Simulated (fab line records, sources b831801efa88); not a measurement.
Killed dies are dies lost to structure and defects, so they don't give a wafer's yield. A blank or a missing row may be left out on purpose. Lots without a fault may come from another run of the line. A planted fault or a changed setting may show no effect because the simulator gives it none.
One fault seen from 2 desks | flow gf180mcu | each desk has only its own numbers; what lay behind them comes last

THE TOOL OWNER'S DESK: implanter-02
The tool's own readings at GF_MVSD_IMPLANT_08: means of the sampled wafers that have a number, for each lot that ran on this tool. A lot is out of limits, marked OUT, if its mean lies more than 4 standard deviations from the usual mean; the brackets give that distance.
Columns: A = dose_ions_cm2 at GF_MVSD_IMPLANT_08, usual 1.6005e+13; B = faraday_current_uA at GF_MVSD_IMPLANT_08, usual 90.0
lot  | first seen here | A                            | B
L507 | day 4 10:55     | 1.6009e+13                   | 90.5
L508 | day 4 20:04     | 1.5998e+13                   | 92.5
L509 | day 5 01:29     | 1.5995e+13                   | 90.1
L520 | day 7 14:53     | 1.6019e+13                   | 89.8
L521 | day 7 20:50     | 1.5983e+13                   | 91.5
L523 | day 8 08:03     | 5.9073e+12 (-99 or more) OUT | 33.5 (-31) OUT
L530 | day 10 02:10    | 5.9037e+12 (-99 or more) OUT | 33.2 (-32) OUT
This desk's finding: out of limits on L523, L530; first on L523, day 8 08:03 (dose_ions_cm2 at GF_MVSD_IMPLANT_08). In limits: L507, L508, L509, L520, L521.

THE METROLOGY DESK
What the gauges read, lot by lot, whatever tool the lot ran on: means of the sampled wafers that have a number. A lot is out of limits, marked OUT, if its mean lies more than 4 standard deviations from the usual mean; the brackets give that distance.
Columns: A = STI_OXIDATION_01_THK at GF_STI_THK_MEAS_22, usual 15.02 nm; B = STI_CVD_23_THK at GF_STI_THK_MEAS_24, usual 624 nm; C = MVSD_TW at GF_MVSD_TW_MEAS_11, usual 1587; D = MVPSD_OVL at GF_MVPSD_OVL_MEAS_07, usual 0.2 nm; E = MVSD_RS at GF_VT_IMPLANT_RS_MEAS_46, usual 456.1 ohm/sq
lot  | first seen here | A     | B   | C              | D    | E
L507 | day 2 03:47     | 14.93 | 619 | 1594           | -1.1 | 456.7
L508 | day 2 10:15     | 14.77 | 625 | 1579           | -1.4 | 455.8
L509 | day 2 16:38     | 15.13 | 624 | 1583           | 0.4  | 456.1
L511 | day 3 01:14     | 15.07 | 624 | 1580           | 0.4  | 456.6
L513 | day 3 12:36     | 15.11 | 627 | 1599           | 0.1  | 458.0
L514 | day 3 16:16     | 14.79 | 624 | 1601           | 1.5  | 455.2
L515 | day 3 20:32     | 14.59 | 627 | 1601           | 0.7  | 456.1
L517 | day 4 07:22     | 15.12 | 623 | 1572           | 0.9  | 457.0
L520 | day 4 22:47     | 15.36 | 629 | 1601           | 0.1  | 456.8
L521 | day 5 05:22     | 14.89 | 625 | 1581           | -0.9 | 456.3
L523 | day 5 14:03     | 14.75 | 619 | 1226 (-36) OUT | 1.3  | 746.1 (+99 or more) OUT
L524 | day 5 18:53     | 15.10 | 624 | 1590           | -1.9 | 454.5
L530 | day 7 03:32     | 15.18 | 631 | 1232 (-36) OUT | 0.3  | 745.2 (+99 or more) OUT
This desk's finding: out of limits on L523, L530; first on L523, day 8 08:26 (MVSD_TW at GF_MVSD_TW_MEAS_11). In limits: L507, L508, L509, L511, L513, L514, L515, L517, L520, L521, L524.

PUT TOGETHER
The tool owner's desk could have raised an alarm at day 8 08:03, on L523, L530.
The metrology desk could have raised an alarm at day 8 08:26, on L523, L530.
Of the lots named, all ran GF_MVSD_IMPLANT_08 on implanter-02.

WHAT THE SIMULATOR HAD PUT IN
Process parameter drift: implanter-02, from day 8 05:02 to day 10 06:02, at GF_MVSD_IMPLANT_08. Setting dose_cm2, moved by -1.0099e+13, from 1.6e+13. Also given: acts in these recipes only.
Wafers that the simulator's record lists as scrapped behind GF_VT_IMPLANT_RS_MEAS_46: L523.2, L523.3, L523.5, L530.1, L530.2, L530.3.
Lots struck among those shown: L523, L530.
Hours from the fault's start to each desk's first reading out of limits: the tool owner's desk, 3; the metrology desk, 3.
